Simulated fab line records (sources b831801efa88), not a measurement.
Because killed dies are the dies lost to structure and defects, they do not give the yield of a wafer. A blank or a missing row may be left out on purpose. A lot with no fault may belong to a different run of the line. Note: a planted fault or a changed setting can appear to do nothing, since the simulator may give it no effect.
A lot that was struck, set against a sound lot :: flow sfq-line :: 15 out of 325 route steps
Sound: these wafers, L179.1, L179.2, L179.6. Struck: wafer L187.2; the same lot's L187.6 was not struck, so it is left out; see the end for the cause.
At each step with rows: each side's tool, then ch and its chambers, then its first start. Under that, the readings that differ: sound wafers :: struck wafers :: difference of the means :: sigmas: that difference in standard deviations of wafers without a fault.
alike: readings whose means differ by less than 2 such deviations, and words and numbers that are the same on both sides. not compared: withheld readings, readings that some wafer has no value for, bounds like >300 that may hide the same value, and numbers for which the record gives no deviation and whose values overlap.
The two part at a step that has a row with sigmas, a row that says differs or no value, or rows on one side only. Non-overlapping numbers with no deviation appear without sigmas and do not part them. A reading that every wafer of one side lacks parts them only if that side has two wafers or more.

first, 1 step without rows for these wafers: SFQ_TRILAYER_M3_STRIP_SOLV_CLEAN_080 (cleans in NMP, time 600 s).
SFQ_TRILAYER_I3_DEP_PECVD_081: deposits SiO2 from SiH4/N2O, time 111.11 s, target thk 500 nm.
  sound on pecvd-01 ch 0,1,2, day 29 19:13; struck on pecvd-03 ch 2, day 38 21:34
  alike: heater-power-w, throttle-valve-pct
SFQ_TRILAYER_I3_CMP_CMP_082: polishes SiO2.
  sound on cmp-01 ch 0,2,3, day 29 21:29; struck on cmp-02 ch 2, day 38 22:50
  alike: motor-current-A, time-to-endpoint-s
SFQ_I3_BOW_MEAS_922:
  struck on film-metro-02, day 39 01:21; sound on film-metro-01, day 29 23:29
  alike: I3_BOW
SFQ_TRILAYER_I3_METRO_MEASURE_083:
  struck on film-metro-02, day 39 01:39; sound on film-metro-01, day 29 23:37
  alike: thk-nm
then, 6 steps without rows for these wafers: SFQ_TRILAYER_I3_VIA_LITHO_COAT_090 (resist thk 62 nm); SFQ_TRILAYER_I3_VIA_LITHO_COAT_085 (resist thk 650 nm); SFQ_TRILAYER_I3_VIA_LITHO_SOFTBAKE_089; SFQ_TRILAYER_I3_VIA_LITHO_EXPOSE_086 (exposes mask I3, target cd 500 nm); SFQ_TRILAYER_I3_VIA_LITHO_PEB_088 (peb time 60 s); SFQ_TRILAYER_I3_VIA_LITHO_DEVELOP_087 (time 60 s).
SFQ_I3_OVL_MEAS_923:
  struck on overlay-02, day 39 11:23; sound on overlay-01, day 36 12:39
  alike: I3_OVL
SFQ_TRILAYER_I3_VIA_BARC_OPEN_VIA_ETCH_121: etches BARC in O2, target depth 125 nm, time 41.7 s.
  sound on rie-diel-02 ch 0,3, day 36 12:41; struck on rie-diel-04 ch 3, day 39 11:25
reading: model.KrF_of_TRILAYER_I3_VIA_LITHO_COAT_085.thk-nm (nm)
sound: 573.6 573.6 572.7
struck: 588.9
difference: +15.6
sigmas: 
  alike: drypump-motor-current-A, oes-product-au
  not compared: rf-hours-counter-h
SFQ_TRILAYER_I3_VIA_ETCH_VIA_ETCH_088: etches SiO2 in CHF3, stops on Nb, target depth 260 nm.
  sound on rie-diel-02 ch 0,3, day 36 12:43; struck on rie-diel-04 ch 3, day 39 11:27
reading: model.KrF_of_TRILAYER_I3_VIA_LITHO_COAT_085.thk-nm (nm)
sound: 528.5 528.2 526.8
struck: 543.7
difference: +15.9
sigmas: 
  alike: drypump-motor-current-A, oes-product-au
SFQ_TRILAYER_I3_VIA_STRIP_STRIP_089: strips in O2.
  sound on rie-metal-02 ch 0,1, day 36 12:50; struck on rie-metal-01 ch 0, day 39 11:34
  alike: drypump-motor-current-A, oes-product-au
  not compared: rf-hours-counter-h

== WHERE THEY PART ==
Nowhere in this record.

WHY: what the simulator had put in
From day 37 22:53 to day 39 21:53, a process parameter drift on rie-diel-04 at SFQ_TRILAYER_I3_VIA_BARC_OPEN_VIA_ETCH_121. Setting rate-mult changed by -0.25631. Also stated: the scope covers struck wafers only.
